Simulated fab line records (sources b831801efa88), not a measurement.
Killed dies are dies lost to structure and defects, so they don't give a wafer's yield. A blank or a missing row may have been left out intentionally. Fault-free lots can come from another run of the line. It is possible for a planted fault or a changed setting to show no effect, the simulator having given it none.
Which of the tools did it? -- flow gf180mcu -- 39 wafers sampled from 13 lots at 1 step of a route of 602

== WHAT THE GAUGES READ, wafer by wafer ==
GF_V2_THK_MEAS_25: measures by xrf. Usual: V2_W_THK typically reads 359 nm, with standard deviation 4.9.
lot,measured,on,V2_W_THK (nm),flag
L676,day 20 01:44,film metro-04,363 365 366,
L677,day 20 05:37,film metro-04,358 356 355,
L678,day 20 18:53,film metro-04,358 356 362,
L680,day 21 15:30,film metro-03,364 367 362,
L681,day 22 00:45,film metro-04,355 367 365,
L683,day 22 18:00,film metro-04,355 359 351,
L686,day 24 04:59,film metro-03,363 358 361,
L694,day 26 19:52,film metro-04,355 357 356,
L696,day 27 06:39,film metro-03,360 358 360,
L695,day 27 07:07,film metro-03,366 365 371,
L697,day 27 19:37,film metro-04,354 352 351,
L698,day 27 22:13,film metro-03,357 358 359,
L699,day 28 03:23,film metro-03,357 359 359,

== EACH LOT AND THE TOOL THAT RAN IT (in order: tool; ch and the chambers of the sampled wafers; start) ==
No process step before these readings appears in the record.

== AS READ BY THE TOOLS THEMSELVES (means over the sampled wafers that have a number; for cases with no such wafer, the mark the record gives instead) ==
The record holds no such reading with a usual standard deviation.

== THE ANSWER, worked out from the rows above alone ==
Rule: a lot is off if the mean of its wafers that have a number lies more than 3 standard deviations from the usual mean. A lot without any number at a reading at which 4 lots or more have one is off too. Where the step has rows for the other lots, those lots are counted as sound. The gauges are gone through in route order, then the tools' own readings, and for those a lot's mean is taken as printed above. At the first step where some lot is off, the reading lying furthest off is the one used; lots without a number count as furthest.
None of the lots is off at any reading shown; this tells nothing.

== WHAT THE SIMULATOR HAD INSERTED ==
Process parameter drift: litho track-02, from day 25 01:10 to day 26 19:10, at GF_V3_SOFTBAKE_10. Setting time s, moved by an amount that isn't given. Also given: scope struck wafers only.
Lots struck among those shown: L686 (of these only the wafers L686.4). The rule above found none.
